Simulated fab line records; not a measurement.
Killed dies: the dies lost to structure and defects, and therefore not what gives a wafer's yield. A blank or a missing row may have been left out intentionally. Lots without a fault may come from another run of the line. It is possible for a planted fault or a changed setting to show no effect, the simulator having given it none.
fab line records || flow sky130 || part 2 of 2: steps 27 to 36 of 36
record: {"lots": 5, "wafers": 15, "lastDay": 50}
route steps=708 shown PWDE@54 NWELL@56 VT_ADJUST_HVTP@85
lots untouched by any fault: they come from a run of this same line in which no faults occurred
startH: start of the lot's first displayed wafer, in hours after the record's first day || waitH: hours elapsed since this lot's preceding step || " identical to the entry in the row above || L1.1+2: several wafers, shown together as one row || - either no value or no given start || * or withheld: withheld || < > ~ a bound
route shown NAME@n: names a module that has steps shown in the file, with the first one's number in the route || usual: the fault-free wafers' mean and standard deviation || same: alike in all rows || chamber/n: place in a boat || sites: readings site by site || _std_site: the values' standard deviation || _edge_site: inner sites' mean taken away from outer sites' mean || radiusMm: how far each site lies from the wafer's centre || mask NAME#n: copy n || behind: tool/chamber where the wafer was last shaped || hold: why the lot went on hold/how many hours it stayed there/how the hold came to an end || device: transistor that didn't switch, given as n, p or np || end of line: the tests these same wafers got at the end of their route || a step with no rows: only its recipe || killed: count of dies lost to structure and defects at first sort (not the wafer's yield) || map: shows each die of a wafer: x if killed, . if not, _ if none is there
set.NAME: the setting the step ran with; set.NAME@STEP: the setting that earlier step ran with || model.NAME: the simulator's own value behind a step, which no gauge read
lots seen at some steps along the route; tables by step, rows by wafer
services: when a tool's chamber went out of use (startH, in hours from the record's first day, below 0 if earlier), for how many hours, and the reason
== steps ==
step: SKY_NWELL_CLEAN_27
recipe: {"chemistry": "SC1/SC2", "mix": "1:4:20", "tempC": 70, "timeS": 150, "dry": "n2Spin"}
usual: {"bathHeatDutyPct": "13.4/1.7"}
{"lot.wafer": "L079.1", "tool": "wetBench-02", "chamber": 1, "startH": 150.06, "waitH": 0.1, "bathHeatDutyPct": 14.6}
{"lot.wafer": "L079.3", "tool": "wetBench-02", "chamber": 1, "startH": 150.06, "waitH": 0.1, "bathHeatDutyPct": 13.9}
{"lot.wafer": "L079.5", "tool": "wetBench-02", "chamber": 1, "startH": 150.06, "waitH": 0.1, "bathHeatDutyPct": 13.7}
{"lot.wafer": "L086.3", "tool": "wetBench-03", "chamber": 0, "startH": 179.76, "waitH": 0.0, "bathHeatDutyPct": 15.8}
{"lot.wafer": "L086.4", "tool": "wetBench-03", "chamber": 0, "startH": 179.76, "waitH": 0.0, "bathHeatDutyPct": 15.9}
{"lot.wafer": "L086.5", "tool": "wetBench-03", "chamber": 0, "startH": 179.76, "waitH": 0.0, "bathHeatDutyPct": 14.4}
{"lot.wafer": "L085.2", "tool": "wetBench-04", "chamber": 0, "startH": 180.08, "waitH": 0.0, "bathHeatDutyPct": 15.8}
{"lot.wafer": "L085.3", "tool": "wetBench-04", "chamber": 0, "startH": 180.08, "waitH": 0.0, "bathHeatDutyPct": 15.9}
{"lot.wafer": "L085.4", "tool": "wetBench-04", "chamber": 0, "startH": 180.08, "waitH": 0.0, "bathHeatDutyPct": 15.6}
{"lot.wafer": "L093.2", "tool": "wetBench-02", "chamber": 1, "startH": 214.88, "waitH": 0.0, "bathHeatDutyPct": 14.8}
{"lot.wafer": "L093.5", "tool": "wetBench-02", "chamber": 1, "startH": 214.88, "waitH": 0.0, "bathHeatDutyPct": 13.7}
{"lot.wafer": "L093.6", "tool": "wetBench-02", "chamber": 1, "startH": 214.88, "waitH": 0.0, "bathHeatDutyPct": 15.4}
{"lot.wafer": "L097.4", "tool": "wetBench-02", "chamber": 1, "startH": 242.83, "waitH": 0.0, "bathHeatDutyPct": 13.7}
{"lot.wafer": "L097.5", "tool": "wetBench-02", "chamber": 1, "startH": 242.83, "waitH": 0.0, "bathHeatDutyPct": 15.6}
{"lot.wafer": "L097.6", "tool": "wetBench-02", "chamber": 1, "startH": 242.83, "waitH": 0.0, "bathHeatDutyPct": 14.8}
step: SKY_NWELL_RTA_28
recipe: {"tempC": 1050, "timeS": 30, "idleTempC": 650, "rampUpCPerS": 150, "rampDownCPerS": 90, "ambient": "N2"}
usual: {"lampPowerPct": "25.30/0.046", "wafer_temp_C_max": "1054.8/0.91"}
{"lot.wafer": "L079.1", "tool": "rtpAnneal-01", "chamber": 0, "startH": 150.11, "waitH": 0.0, "lampPowerPct": 25.31, "wafer_temp_C_max": 1055.7}
{"lot.wafer": "L079.3", "tool": "rtpAnneal-01", "chamber": 0, "startH": 150.11, "waitH": 0.0, "lampPowerPct": 25.20, "wafer_temp_C_max": 1053.8}
{"lot.wafer": "L079.5", "tool": "rtpAnneal-01", "chamber": 0, "startH": 150.11, "waitH": 0.0, "lampPowerPct": 25.33, "wafer_temp_C_max": 1054.1}
{"lot.wafer": "L086.3", "tool": "rtpAnneal-02", "chamber": 0, "startH": 179.85, "waitH": 0.0, "lampPowerPct": 25.27, "wafer_temp_C_max": 1054.2}
{"lot.wafer": "L086.4", "tool": "rtpAnneal-02", "chamber": 0, "startH": 179.85, "waitH": 0.0, "lampPowerPct": 25.39, "wafer_temp_C_max": 1054.6}
{"lot.wafer": "L086.5", "tool": "rtpAnneal-02", "chamber": 0, "startH": 179.85, "waitH": 0.0, "lampPowerPct": 25.29, "wafer_temp_C_max": 1053.7}
{"lot.wafer": "L085.2", "tool": "rtpAnneal-01", "chamber": 0, "startH": 180.15, "waitH": 0.0, "lampPowerPct": 25.23, "wafer_temp_C_max": 1053.6}
{"lot.wafer": "L085.3", "tool": "rtpAnneal-01", "chamber": 0, "startH": 180.15, "waitH": 0.0, "lampPowerPct": 25.30, "wafer_temp_C_max": 1054.4}
{"lot.wafer": "L085.4", "tool": "rtpAnneal-01", "chamber": 0, "startH": 180.15, "waitH": 0.0, "lampPowerPct": 25.29, "wafer_temp_C_max": 1053.7}
{"lot.wafer": "L093.2", "tool": "rtpAnneal-01", "chamber": 0, "startH": 214.94, "waitH": 0.0, "lampPowerPct": 25.24, "wafer_temp_C_max": 1053.4}
{"lot.wafer": "L093.5", "tool": "rtpAnneal-01", "chamber": 0, "startH": 214.94, "waitH": 0.0, "lampPowerPct": 25.31, "wafer_temp_C_max": 1054.7}
{"lot.wafer": "L093.6", "tool": "rtpAnneal-01", "chamber": 0, "startH": 214.94, "waitH": 0.0, "lampPowerPct": 25.31, "wafer_temp_C_max": 1053.5}
{"lot.wafer": "L097.4", "tool": "rtpAnneal-01", "chamber": 0, "startH": 242.93, "waitH": 0.1, "lampPowerPct": 25.29, "wafer_temp_C_max": 1056.1}
{"lot.wafer": "L097.5", "tool": "rtpAnneal-01", "chamber": 0, "startH": 242.93, "waitH": 0.1, "lampPowerPct": 25.34, "wafer_temp_C_max": 1054.7}
{"lot.wafer": "L097.6", "tool": "rtpAnneal-01", "chamber": 0, "startH": 242.93, "waitH": 0.1, "lampPowerPct": 25.26, "wafer_temp_C_max": 1054.2}
step: SKY_NWELL_RS_MEAS_29
recipe: {"thkMeasGauge": "four-point-probe"}
usual: {"NWELL_RS": "625.0/1.6"}
{"lot.wafer": "L079.1", "tool": "filmMetro-04", "chamber": "-", "startH": 150.21, "waitH": 0.1, "NWELL_RS[ohm/sq]": 622.9}
{"lot.wafer": "L079.3", "tool": "filmMetro-04", "chamber": "-", "startH": 150.21, "waitH": 0.1, "NWELL_RS[ohm/sq]": 624.0}
{"lot.wafer": "L079.5", "tool": "filmMetro-04", "chamber": "-", "startH": 150.21, "waitH": 0.1, "NWELL_RS[ohm/sq]": 622.5}
{"lot.wafer": "L086.3", "tool": "filmMetro-03", "chamber": "-", "startH": 179.95, "waitH": 0.1, "NWELL_RS[ohm/sq]": 622.7}
{"lot.wafer": "L086.4", "tool": "filmMetro-03", "chamber": "-", "startH": 179.95, "waitH": 0.1, "NWELL_RS[ohm/sq]": 626.8}
{"lot.wafer": "L086.5", "tool": "filmMetro-03", "chamber": "-", "startH": 179.95, "waitH": 0.1, "NWELL_RS[ohm/sq]": 625.2}
{"lot.wafer": "L085.2", "tool": "filmMetro-02", "chamber": "-", "startH": 180.25, "waitH": 0.1, "NWELL_RS[ohm/sq]": 625.3}
{"lot.wafer": "L085.3", "tool": "filmMetro-02", "chamber": "-", "startH": 180.25, "waitH": 0.1, "NWELL_RS[ohm/sq]": 625.1}
{"lot.wafer": "L085.4", "tool": "filmMetro-02", "chamber": "-", "startH": 180.25, "waitH": 0.1, "NWELL_RS[ohm/sq]": 624.9}
{"lot.wafer": "L093.2", "tool": "filmMetro-02", "chamber": "-", "startH": 215.05, "waitH": 0.1, "NWELL_RS[ohm/sq]": 624.5}
{"lot.wafer": "L093.5", "tool": "filmMetro-02", "chamber": "-", "startH": 215.05, "waitH": 0.1, "NWELL_RS[ohm/sq]": 625.1}
{"lot.wafer": "L093.6", "tool": "filmMetro-02", "chamber": "-", "startH": 215.05, "waitH": 0.1, "NWELL_RS[ohm/sq]": 625.2}
{"lot.wafer": "L097.4", "tool": "filmMetro-04", "chamber": "-", "startH": 243.04, "waitH": 0.1, "NWELL_RS[ohm/sq]": 626.2}
{"lot.wafer": "L097.5", "tool": "filmMetro-04", "chamber": "-", "startH": 243.04, "waitH": 0.1, "NWELL_RS[ohm/sq]": 624.8}
{"lot.wafer": "L097.6", "tool": "filmMetro-04", "chamber": "-", "startH": 243.04, "waitH": 0.1, "NWELL_RS[ohm/sq]": 625.1}
step: SKY_NWELL_RS_MEAS_31
recipe: {"thkMeasGauge": "four-point-probe"}
usual: {"PWDE_RS": "5273/21"}
{"lot.wafer": "L079.1", "tool": "filmMetro-04", "chamber": "-", "startH": 150.45, "waitH": 0.1, "PWDE_RS[ohm/sq]": 5253}
{"lot.wafer": "L079.3", "tool": "filmMetro-04", "chamber": "-", "startH": 150.45, "waitH": 0.1, "PWDE_RS[ohm/sq]": 5268}
{"lot.wafer": "L079.5", "tool": "filmMetro-04", "chamber": "-", "startH": 150.45, "waitH": 0.1, "PWDE_RS[ohm/sq]": 5266}
{"lot.wafer": "L086.3", "tool": "filmMetro-03", "chamber": "-", "startH": 180.19, "waitH": 0.1, "PWDE_RS[ohm/sq]": 5274}
{"lot.wafer": "L086.4", "tool": "filmMetro-03", "chamber": "-", "startH": 180.19, "waitH": 0.1, "PWDE_RS[ohm/sq]": 5256}
{"lot.wafer": "L086.5", "tool": "filmMetro-03", "chamber": "-", "startH": 180.19, "waitH": 0.1, "PWDE_RS[ohm/sq]": 5258}
{"lot.wafer": "L085.2", "tool": "filmMetro-02", "chamber": "-", "startH": 180.49, "waitH": 0.1, "PWDE_RS[ohm/sq]": 5298}
{"lot.wafer": "L085.3", "tool": "filmMetro-02", "chamber": "-", "startH": 180.49, "waitH": 0.1, "PWDE_RS[ohm/sq]": 5308}
{"lot.wafer": "L085.4", "tool": "filmMetro-02", "chamber": "-", "startH": 180.49, "waitH": 0.1, "PWDE_RS[ohm/sq]": 5319}
{"lot.wafer": "L093.2", "tool": "filmMetro-02", "chamber": "-", "startH": 215.29, "waitH": 0.1, "PWDE_RS[ohm/sq]": 5272}
{"lot.wafer": "L093.5", "tool": "filmMetro-02", "chamber": "-", "startH": 215.29, "waitH": 0.1, "PWDE_RS[ohm/sq]": 5280}
{"lot.wafer": "L093.6", "tool": "filmMetro-02", "chamber": "-", "startH": 215.29, "waitH": 0.1, "PWDE_RS[ohm/sq]": 5277}
{"lot.wafer": "L097.4", "tool": "filmMetro-04", "chamber": "-", "startH": 243.28, "waitH": 0.1, "PWDE_RS[ohm/sq]": 5284}
{"lot.wafer": "L097.5", "tool": "filmMetro-04", "chamber": "-", "startH": 243.28, "waitH": 0.1, "PWDE_RS[ohm/sq]": 5285}
{"lot.wafer": "L097.6", "tool": "filmMetro-04", "chamber": "-", "startH": 243.28, "waitH": 0.1, "PWDE_RS[ohm/sq]": 5258}
step: SKY_VT_ADJUST_HVTP_DEHYDRATE_00
recipe: {"tempC": 200, "timeS": 60}
usual: {"resistLineTempC": "23.04/0.11"}
{"lot.wafer": "L079.1", "tool": "lithoTrack-04", "chamber": 0, "startH": 159.28, "waitH": 8.8, "resistLineTempC": 23.08}
{"lot.wafer": "L079.3", "tool": "lithoTrack-04", "chamber": 0, "startH": 159.28, "waitH": 8.8, "resistLineTempC": 22.90}
{"lot.wafer": "L079.5", "tool": "lithoTrack-04", "chamber": 0, "startH": 159.28, "waitH": 8.8, "resistLineTempC": 22.94}
{"lot.wafer": "L086.3", "tool": "lithoTrack-01", "chamber": 0, "startH": 189.72, "waitH": 9.5, "resistLineTempC": 23.14}
{"lot.wafer": "L086.4", "tool": "lithoTrack-01", "chamber": 0, "startH": 189.72, "waitH": 9.5, "resistLineTempC": 23.10}
{"lot.wafer": "L086.5", "tool": "lithoTrack-01", "chamber": 0, "startH": 189.72, "waitH": 9.5, "resistLineTempC": 23.18}
{"lot.wafer": "L085.2", "tool": "lithoTrack-04", "chamber": 0, "startH": 189.96, "waitH": 9.4, "resistLineTempC": 23.07}
{"lot.wafer": "L085.3", "tool": "lithoTrack-04", "chamber": 0, "startH": 189.96, "waitH": 9.4, "resistLineTempC": 22.93}
{"lot.wafer": "L085.4", "tool": "lithoTrack-04", "chamber": 0, "startH": 189.96, "waitH": 9.4, "resistLineTempC": 23.01}
{"lot.wafer": "L093.2", "tool": "lithoTrack-02", "chamber": 0, "startH": 226.02, "waitH": 10.7, "resistLineTempC": 22.89}
{"lot.wafer": "L093.5", "tool": "lithoTrack-02", "chamber": 0, "startH": 226.02, "waitH": 10.7, "resistLineTempC": 22.93}
{"lot.wafer": "L093.6", "tool": "lithoTrack-02", "chamber": 0, "startH": 226.02, "waitH": 10.7, "resistLineTempC": 22.94}
{"lot.wafer": "L097.4", "tool": "lithoTrack-01", "chamber": 0, "startH": 254.84, "waitH": 11.5, "resistLineTempC": 23.04}
{"lot.wafer": "L097.5", "tool": "lithoTrack-01", "chamber": 0, "startH": 254.84, "waitH": 11.5, "resistLineTempC": 23.04}
{"lot.wafer": "L097.6", "tool": "lithoTrack-01", "chamber": 0, "startH": 254.84, "waitH": 11.5, "resistLineTempC": 22.89}
step: SKY_VT_ADJUST_HVTP_HMDS_01
recipe: {"primeTimeS": 60, "primeTempC": 120}
usual: {"resistLineTempC": "23.00/0.11"}
{"lot.wafer": "L079.1", "tool": "lithoTrack-04", "chamber": 0, "startH": 159.43, "waitH": 0.1, "resistLineTempC": 23.20}
{"lot.wafer": "L079.3", "tool": "lithoTrack-04", "chamber": 0, "startH": 159.43, "waitH": 0.1, "resistLineTempC": 23.02}
{"lot.wafer": "L079.5", "tool": "lithoTrack-04", "chamber": 0, "startH": 159.43, "waitH": 0.1, "resistLineTempC": 23.04}
{"lot.wafer": "L086.3", "tool": "lithoTrack-01", "chamber": 0, "startH": 189.87, "waitH": 0.1, "resistLineTempC": 22.91}
{"lot.wafer": "L086.4", "tool": "lithoTrack-01", "chamber": 0, "startH": 189.87, "waitH": 0.1, "resistLineTempC": 22.83}
{"lot.wafer": "L086.5", "tool": "lithoTrack-01", "chamber": 0, "startH": 189.87, "waitH": 0.1, "resistLineTempC": 22.98}
{"lot.wafer": "L085.2", "tool": "lithoTrack-04", "chamber": 0, "startH": 190.11, "waitH": 0.1, "resistLineTempC": 22.88}
{"lot.wafer": "L085.3", "tool": "lithoTrack-04", "chamber": 0, "startH": 190.11, "waitH": 0.1, "resistLineTempC": 23.24}
{"lot.wafer": "L085.4", "tool": "lithoTrack-04", "chamber": 0, "startH": 190.11, "waitH": 0.1, "resistLineTempC": 22.96}
{"lot.wafer": "L093.2", "tool": "lithoTrack-02", "chamber": 0, "startH": 226.17, "waitH": 0.1, "resistLineTempC": 23.02}
{"lot.wafer": "L093.5", "tool": "lithoTrack-02", "chamber": 0, "startH": 226.17, "waitH": 0.1, "resistLineTempC": 23.14}
{"lot.wafer": "L093.6", "tool": "lithoTrack-02", "chamber": 0, "startH": 226.17, "waitH": 0.1, "resistLineTempC": 23.03}
{"lot.wafer": "L097.4", "tool": "lithoTrack-01", "chamber": 0, "startH": 254.99, "waitH": 0.1, "resistLineTempC": 23.03}
{"lot.wafer": "L097.5", "tool": "lithoTrack-01", "chamber": 0, "startH": 254.99, "waitH": 0.1, "resistLineTempC": 23.05}
{"lot.wafer": "L097.6", "tool": "lithoTrack-01", "chamber": 0, "startH": 254.99, "waitH": 0.1, "resistLineTempC": 23.05}
step: SKY_VT_ADJUST_HVTP_COAT_02
recipe: {"resist": "NOVOLAK", "spinRpm": 3000, "resistThkNm": 1140}
usual: {"resistLineTempC": "23.03/0.11"}
{"lot.wafer": "L079.1", "tool": "lithoTrack-04", "chamber": 0, "startH": 159.58, "waitH": 0.1, "resistLineTempC": 23.18}
{"lot.wafer": "L079.3", "tool": "lithoTrack-04", "chamber": 0, "startH": 159.58, "waitH": 0.1, "resistLineTempC": 23.15}
{"lot.wafer": "L079.5", "tool": "lithoTrack-04", "chamber": 0, "startH": 159.58, "waitH": 0.1, "resistLineTempC": 23.12}
{"lot.wafer": "L086.3", "tool": "lithoTrack-01", "chamber": 0, "startH": 190.02, "waitH": 0.1, "resistLineTempC": 22.98}
{"lot.wafer": "L086.4", "tool": "lithoTrack-01", "chamber": 0, "startH": 190.02, "waitH": 0.1, "resistLineTempC": 23.02}
{"lot.wafer": "L086.5", "tool": "lithoTrack-01", "chamber": 0, "startH": 190.02, "waitH": 0.1, "resistLineTempC": 23.05}
{"lot.wafer": "L085.2", "tool": "lithoTrack-04", "chamber": 0, "startH": 190.26, "waitH": 0.1, "resistLineTempC": 22.93}
{"lot.wafer": "L085.3", "tool": "lithoTrack-04", "chamber": 0, "startH": 190.26, "waitH": 0.1, "resistLineTempC": 22.89}
{"lot.wafer": "L085.4", "tool": "lithoTrack-04", "chamber": 0, "startH": 190.26, "waitH": 0.1, "resistLineTempC": 22.86}
{"lot.wafer": "L093.2", "tool": "lithoTrack-02", "chamber": 0, "startH": 226.32, "waitH": 0.1, "resistLineTempC": 22.93}
{"lot.wafer": "L093.5", "tool": "lithoTrack-02", "chamber": 0, "startH": 226.32, "waitH": 0.1, "resistLineTempC": 23.02}
{"lot.wafer": "L093.6", "tool": "lithoTrack-02", "chamber": 0, "startH": 226.32, "waitH": 0.1, "resistLineTempC": 23.20}
{"lot.wafer": "L097.4", "tool": "lithoTrack-01", "chamber": 0, "startH": 255.14, "waitH": 0.1, "resistLineTempC": 22.89}
{"lot.wafer": "L097.5", "tool": "lithoTrack-01", "chamber": 0, "startH": 255.14, "waitH": 0.1, "resistLineTempC": 22.98}
{"lot.wafer": "L097.6", "tool": "lithoTrack-01", "chamber": 0, "startH": 255.14, "waitH": 0.1, "resistLineTempC": 23.02}
step: SKY_VT_ADJUST_HVTP_SOFTBAKE_03
recipe: {"tempC": 90, "timeS": 60, "resist": "NOVOLAK"}
usual: {"resistLineTempC": "23.00/0.1"}
{"lot.wafer": "L079.1", "tool": "lithoTrack-04", "chamber": 0, "startH": 159.73, "waitH": 0.1, "resistLineTempC": 22.93}
{"lot.wafer": "L079.3", "tool": "lithoTrack-04", "chamber": 0, "startH": 159.73, "waitH": 0.1, "resistLineTempC": 22.89}
{"lot.wafer": "L079.5", "tool": "lithoTrack-04", "chamber": 0, "startH": 159.73, "waitH": 0.1, "resistLineTempC": 23.14}
{"lot.wafer": "L086.3", "tool": "lithoTrack-01", "chamber": 0, "startH": 190.17, "waitH": 0.1, "resistLineTempC": 22.93}
{"lot.wafer": "L086.4", "tool": "lithoTrack-01", "chamber": 0, "startH": 190.17, "waitH": 0.1, "resistLineTempC": 23.11}
{"lot.wafer": "L086.5", "tool": "lithoTrack-01", "chamber": 0, "startH": 190.17, "waitH": 0.1, "resistLineTempC": 23.02}
{"lot.wafer": "L085.2", "tool": "lithoTrack-04", "chamber": 0, "startH": 190.41, "waitH": 0.1, "resistLineTempC": 23.13}
{"lot.wafer": "L085.3", "tool": "lithoTrack-04", "chamber": 0, "startH": 190.41, "waitH": 0.1, "resistLineTempC": 22.99}
{"lot.wafer": "L085.4", "tool": "lithoTrack-04", "chamber": 0, "startH": 190.41, "waitH": 0.1, "resistLineTempC": 22.99}
{"lot.wafer": "L093.2", "tool": "lithoTrack-02", "chamber": 0, "startH": 226.47, "waitH": 0.1, "resistLineTempC": 23.04}
{"lot.wafer": "L093.5", "tool": "lithoTrack-02", "chamber": 0, "startH": 226.47, "waitH": 0.1, "resistLineTempC": 23.03}
{"lot.wafer": "L093.6", "tool": "lithoTrack-02", "chamber": 0, "startH": 226.47, "waitH": 0.1, "resistLineTempC": 22.98}
{"lot.wafer": "L097.4", "tool": "lithoTrack-01", "chamber": 0, "startH": 255.29, "waitH": 0.1, "resistLineTempC": 23.05}
{"lot.wafer": "L097.5", "tool": "lithoTrack-01", "chamber": 0, "startH": 255.29, "waitH": 0.1, "resistLineTempC": 23.07}
{"lot.wafer": "L097.6", "tool": "lithoTrack-01", "chamber": 0, "startH": 255.29, "waitH": 0.1, "resistLineTempC": 22.86}
step: SKY_VT_ADJUST_HVTP_EXPOSE_04
recipe: {"maskId": "HVTPM", "na": 0.6, "sourceShape": "conventional", "sigmaOuter": 0.6, "polarization": "unpolarized", "targetCdNm": 380, "doseMj": 140}
usual: {"exposureDoseMJCm2": "141.76/0.14"}
{"lot.wafer": "L079.1", "tool": "ilineStepper-02", "chamber": 0, "startH": "-", "waitH": "-", "mask": "HVTPM#0", "exposureDoseMJCm2": 141.87}
{"lot.wafer": "L079.3", "tool": "ilineStepper-02", "chamber": 0, "startH": "-", "waitH": "-", "mask": "HVTPM#0", "exposureDoseMJCm2": 141.87}
{"lot.wafer": "L079.5", "tool": "ilineStepper-02", "chamber": 0, "startH": "-", "waitH": "-", "mask": "HVTPM#0", "exposureDoseMJCm2": 141.74}
{"lot.wafer": "L086.3", "tool": "ilineStepper-01", "chamber": 0, "startH": "-", "waitH": "-", "mask": "HVTPM#0", "exposureDoseMJCm2": 141.54}
{"lot.wafer": "L086.4", "tool": "ilineStepper-01", "chamber": 0, "startH": "-", "waitH": "-", "mask": "HVTPM#0", "exposureDoseMJCm2": 141.72}
{"lot.wafer": "L086.5", "tool": "ilineStepper-01", "chamber": 0, "startH": "-", "waitH": "-", "mask": "HVTPM#0", "exposureDoseMJCm2": 141.52}
{"lot.wafer": "L085.2", "tool": "ilineStepper-02", "chamber": 0, "startH": "-", "waitH": "-", "mask": "HVTPM#0", "exposureDoseMJCm2": 141.75}
{"lot.wafer": "L085.3", "tool": "ilineStepper-02", "chamber": 0, "startH": "-", "waitH": "-", "mask": "HVTPM#0", "exposureDoseMJCm2": 141.69}
{"lot.wafer": "L085.4", "tool": "ilineStepper-02", "chamber": 0, "startH": "-", "waitH": "-", "mask": "HVTPM#0", "exposureDoseMJCm2": 141.88}
{"lot.wafer": "L093.2", "tool": "ilineStepper-02", "chamber": 0, "startH": "-", "waitH": "-", "mask": "HVTPM#0", "exposureDoseMJCm2": 141.87}
{"lot.wafer": "L093.5", "tool": "ilineStepper-02", "chamber": 0, "startH": "-", "waitH": "-", "mask": "HVTPM#0", "exposureDoseMJCm2": 141.87}
{"lot.wafer": "L093.6", "tool": "ilineStepper-02", "chamber": 0, "startH": "-", "waitH": "-", "mask": "HVTPM#0", "exposureDoseMJCm2": 141.78}
{"lot.wafer": "L097.4", "tool": "ilineStepper-02", "chamber": 0, "startH": "-", "waitH": "-", "mask": "HVTPM#0", "exposureDoseMJCm2": 141.51}
{"lot.wafer": "L097.5", "tool": "ilineStepper-02", "chamber": 0, "startH": "-", "waitH": "-", "mask": "HVTPM#0", "exposureDoseMJCm2": 141.66}
{"lot.wafer": "L097.6", "tool": "ilineStepper-02", "chamber": 0, "startH": "-", "waitH": "-", "mask": "HVTPM#0", "exposureDoseMJCm2": 141.60}
step: SKY_VT_ADJUST_HVTP_PEB_05
recipe: {"tempC": "withheld", "timeS": "*", "resist": "NOVOLAK"}
usual: {"resistLineTempC": "*"}
{"lot.wafer": "L079.1", "tool": "lithoTrack-02", "chamber": 0, "startH": "-", "waitH": "-", "resistLineTempC": "*"}
{"lot.wafer": "L079.3", "tool": "lithoTrack-02", "chamber": 0, "startH": "-", "waitH": "-", "resistLineTempC": "*"}
{"lot.wafer": "L079.5", "tool": "lithoTrack-02", "chamber": 0, "startH": "-", "waitH": "-", "resistLineTempC": "*"}
{"lot.wafer": "L086.3", "tool": "lithoTrack-02", "chamber": 0, "startH": "-", "waitH": "-", "resistLineTempC": "*"}
{"lot.wafer": "L086.4", "tool": "lithoTrack-02", "chamber": 0, "startH": "-", "waitH": "-", "resistLineTempC": "*"}
{"lot.wafer": "L086.5", "tool": "lithoTrack-02", "chamber": 0, "startH": "-", "waitH": "-", "resistLineTempC": "*"}
{"lot.wafer": "L085.2", "tool": "lithoTrack-01", "chamber": 0, "startH": "-", "waitH": "-", "resistLineTempC": "*"}
{"lot.wafer": "L085.3", "tool": "lithoTrack-01", "chamber": 0, "startH": "-", "waitH": "-", "resistLineTempC": "*"}
{"lot.wafer": "L085.4", "tool": "lithoTrack-01", "chamber": 0, "startH": "-", "waitH": "-", "resistLineTempC": "*"}
{"lot.wafer": "L093.2", "tool": "lithoTrack-02", "chamber": 0, "startH": "-", "waitH": "-", "resistLineTempC": "*"}
{"lot.wafer": "L093.5", "tool": "lithoTrack-02", "chamber": 0, "startH": "-", "waitH": "-", "resistLineTempC": "*"}
{"lot.wafer": "L093.6", "tool": "lithoTrack-02", "chamber": 0, "startH": "-", "waitH": "-", "resistLineTempC": "*"}
{"lot.wafer": "L097.4", "tool": "lithoTrack-02", "chamber": 0, "startH": "-", "waitH": "-", "resistLineTempC": "*"}
{"lot.wafer": "L097.5", "tool": "lithoTrack-02", "chamber": 0, "startH": "-", "waitH": "-", "resistLineTempC": "*"}
{"lot.wafer": "L097.6", "tool": "lithoTrack-02", "chamber": 0, "startH": "-", "waitH": "-", "resistLineTempC": "*"}
== services ==
{"tool": "implanter-01", "chamber": "-", "startH": 90.51, "hours": 2.9, "kind": "pm"}
{"tool": "plasmaAsher-01", "chamber": "-", "startH": 93.93, "hours": 0.5, "kind": "repair"}
{"tool": "implanter-01", "chamber": "-", "startH": 104.05, "hours": 3.2, "kind": "repair"}
{"tool": "implanter-03", "chamber": "-", "startH": 107.35, "hours": 5.1, "kind": "pm"}
{"tool": "plasmaAsher-03", "chamber": "-", "startH": 108.75, "hours": 9.0, "kind": "pm"}
{"tool": "plasmaAsher-02", "chamber": "-", "startH": 110.28, "hours": 2.8, "kind": "pm"}
{"tool": "ilineStepper-02", "chamber": "-", "startH": 118.68, "hours": 9.0, "kind": "repair"}
{"tool": "implanter-01", "chamber": "-", "startH": 126.21, "hours": 1.3, "kind": "repair"}
{"tool": "ilineStepper-02", "chamber": "-", "startH": 127.70, "hours": 1.7, "kind": "pm"}
{"tool": "ilineStepper-02", "chamber": 0, "startH": 132.53, "hours": "-", "kind": "calibration"}
{"tool": "plasmaAsher-04", "chamber": "-", "startH": 143.85, "hours": 6.0, "kind": "repair"}
{"tool": "plasmaAsher-01", "chamber": "-", "startH": 163.85, "hours": 1.7, "kind": "repair"}
{"tool": "ilineStepper-01", "chamber": "-", "startH": 174.42, "hours": 8.5, "kind": "repair"}
{"tool": "ilineStepper-01", "chamber": "-", "startH": 182.96, "hours": 1.7, "kind": "pm"}
{"tool": "plasmaAsher-02", "chamber": "-", "startH": 184.35, "hours": 0.9, "kind": "repair"}
{"tool": "implanter-01", "chamber": "-", "startH": 201.30, "hours": 1.9, "kind": "repair"}
{"tool": "wetBench-04", "chamber": "-", "startH": 208.09, "hours": 1.9, "kind": "pm"}
{"tool": "implanter-01", "chamber": "-", "startH": 218.01, "hours": 3.5, "kind": "repair"}
{"tool": "wetBench-04", "chamber": "-", "startH": 225.10, "hours": 1.4, "kind": "repair"}
{"tool": "plasmaAsher-03", "chamber": "-", "startH": 239.85, "hours": 1.7, "kind": "repair"}
{"tool": "implanter-04", "chamber": "-", "startH": 246.49, "hours": 0.7, "kind": "repair"}
{"tool": "lithoTrack-01", "chamber": "-", "startH": 258.85, "hours": "-", "kind": "consumableReplace:filter"}
{"tool": "plasmaAsher-03", "chamber": "-", "startH": 262.27, "hours": 14.6, "kind": "pm"}
{"tool": "plasmaAsher-01", "chamber": "-", "startH": 265.96, "hours": 2.7, "kind": "repair"}
